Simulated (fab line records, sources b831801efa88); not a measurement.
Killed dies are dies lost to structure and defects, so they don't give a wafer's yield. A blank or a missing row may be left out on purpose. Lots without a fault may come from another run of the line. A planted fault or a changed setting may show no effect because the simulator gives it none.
Tool commonality check | flow gf180mcu | 12 lots, 36 wafers sampled

WHY IT WAS OPENED
At GF_STI_THK_MEAS_04 the reading STI_CVD_03_THK is flagged on 2 of 12 lots. Wafers without a fault read 208.0 nm, standard deviation 1.7.
Rule: a lot is flagged when every wafer of it that has a number lies more than 4 standard deviations from that mean, or none has a number. The other lots count as sound.

lot  | measured    | on            | STI_CVD_03_THK (nm), wafer by wafer | flag
L108 | day 1 13:34 | film_metro-01 | 209.4 209.5 208.9                   |
L109 | day 1 18:39 | film_metro-02 | 209.9 208.5 210.0                   |
L110 | day 2 00:33 | film_metro-01 | 209.6 208.0 208.6                   |
L112 | day 2 09:35 | film_metro-04 | 206.3 207.7 207.3                   |
L114 | day 2 20:28 | film_metro-01 | 211.3 211.4 211.6                   |
L115 | day 3 01:23 | film_metro-02 | 208.5 208.9 207.3                   |
L116 | day 3 05:34 | film_metro-02 | 208.3 208.7 209.0                   |
L117 | day 3 10:37 | film_metro-02 | 206.4 205.1 207.0                   |
L120 | day 4 02:16 | film_metro-02 | 205.8 206.4 206.8                   |
L125 | day 5 02:34 | film_metro-04 | 160.6 160.4 160.8                   | FLAGGED
L126 | day 5 09:07 | film_metro-04 | 161.4 160.5 160.4                   | FLAGGED
L130 | day 6 03:34 | film_metro-02 | 208.4 208.0 207.8                   |
The numbers of the flagged lots are 160.7 nm on average: -47.3 nm against the usual, or -28 standard deviations.

WHICH TOOL RAN EACH LOT
The record holds 1 process step before the reading, out of a route of 602 steps. In each cell: the tool, then ch and the chambers that the sampled wafers went through, then the start.
lot  | flag    | GF_STI_CVD_03
L108 |         | lpcvd-02 ch 0, day 1 11:34
L109 |         | lpcvd-02 ch 1, day 1 16:40
L110 |         | lpcvd-01 ch 1, day 1 21:34
L112 |         | lpcvd-02 ch 1, day 2 07:34
L114 |         | lpcvd-01 ch 1, day 2 18:28
L115 |         | lpcvd-02 ch 0, day 2 23:24
L116 |         | lpcvd-02 ch 0, day 3 03:34
L117 |         | lpcvd-01 ch 0, day 3 08:37
L120 |         | lpcvd-01 ch 1, day 4 00:17
L125 | FLAGGED | lpcvd-01 ch 1, day 5 00:34
L126 | FLAGGED | lpcvd-01 ch 0, day 5 07:07
L130 |         | lpcvd-02 ch 1, day 6 01:34
What these steps do:
- GF_STI_CVD_03: deposits Si3N4 from DCS/NH3, target thk 207.16 nm, time 3551 s.
- GF_STI_THK_MEAS_04

FLAGGED OVER TOTAL, TOOL BY TOOL (the gauges that took the reading come last)
step               | tool          | lots run | flagged | share of the flagged lots | sound lots run after its first flagged lot
GF_STI_CVD_03      | lpcvd-01      | 6        | 2       | all                       | 0
GF_STI_CVD_03      | lpcvd-02      | 6        | 0       | none                      | -
GF_STI_THK_MEAS_04 | film_metro-01 | 3        | 0       | none                      | -
GF_STI_THK_MEAS_04 | film_metro-02 | 6        | 0       | none                      | -
GF_STI_THK_MEAS_04 | film_metro-04 | 3        | 2       | all                       | 0

WHAT THE TABLE ALLOWS
2 rows of the table ran every flagged lot: lpcvd-01 at GF_STI_CVD_03, film_metro-04 at GF_STI_THK_MEAS_04.
- lpcvd-01 at GF_STI_CVD_03: 2 of its 6 lots flagged. Its last sound lot is L120 (day 4 00:17), its first flagged lot L125 (day 5 00:34): a fault that began between those two fits. Its own readings lie more than 4 standard deviations out on every wafer of the flagged lots: spike_tc_centre_C, spike_tc_lower_C, spike_tc_top_C, spike_tc_upper_C, susceptor_temp_C.
- film_metro-04 at GF_STI_THK_MEAS_04: 2 of its 3 lots flagged. Its last sound lot is L112 (day 2 09:35), its first flagged lot L125 (day 5 02:34): a fault that began between those two fits.
Counting lots can't tell these 2 tools apart, because each fits a fault that began at some hour. More lots, or a look at what each step does to the wafer, might.

WHAT THE SIMULATOR HAD PUT IN
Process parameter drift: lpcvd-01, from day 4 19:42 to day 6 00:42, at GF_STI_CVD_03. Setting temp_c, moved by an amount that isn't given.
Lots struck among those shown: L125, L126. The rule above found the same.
